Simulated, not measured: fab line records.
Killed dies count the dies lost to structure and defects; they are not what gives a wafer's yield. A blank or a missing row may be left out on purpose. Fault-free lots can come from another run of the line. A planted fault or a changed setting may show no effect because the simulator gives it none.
Which of the tools did it? -- flow sky130 -- 36 wafers sampled from 12 lots at 1 step of a route of 708

== WHAT THE GAUGES SHOWED, per wafer ==
SKY_VT_ADJUST_LVTN_OVL_MEAS_07.
lot,measured,on,VT_ADJUST_LVTN_OVL (nm)
L075,day 7 02:39,overlay-01,0.2 0.7 -1.6
L077,day 7 14:56,overlay-02,0.7 1.8 0.6
L079,day 8 12:37,overlay-01,-0.2 0.3 0.8
L081,day 8 20:55,overlay-01,-0.4 2.1 -0.1
L083,day 9 10:13,overlay-01,-1.7 -2.8 -1.7
L085,day 9 20:05,overlay-02,0.5 -1.9 0.4
L087,day 10 08:24,overlay-02,0.6 -1.6 1.7
L089,day 10 20:55,overlay-01,-0.3 1.4 -1.5
L091,day 11 09:01,overlay-02,0.1 0.4 1.7
L094,day 12 06:11,overlay-02,-2.3 -1.9 -1.0
L095,day 13 00:24,overlay-01,-1.0 -2.2 -0.3
L097,day 13 04:24,overlay-01,0.6 -0.2 0.7

== TOOL THAT RAN EACH LOT (tool first, then ch and the chambers of the sampled wafers, then the start) ==
The record holds no process step before these readings.

== THE ANSWER, worked out from the rows above alone ==
Rule: the usual values come from the lots themselves. The widest of any qualifying gaps counts: lots, ordered by their means at a reading, are off when they make up no more than a third of the lots, leave a main group of 4 or more, and stand apart from it by 3 or more times the standard deviation of that group's means. A main group is skipped when, at the precision printed for the reading in the tables above, its means are all equal. A lot without any number at a reading at which 4 lots or more have one is off too. Where the step has rows for the other lots, those lots are counted as sound.
Nothing can be told from this: no lot is off at any reading shown.

== WHAT THE SIMULATOR HAD PUT IN ==
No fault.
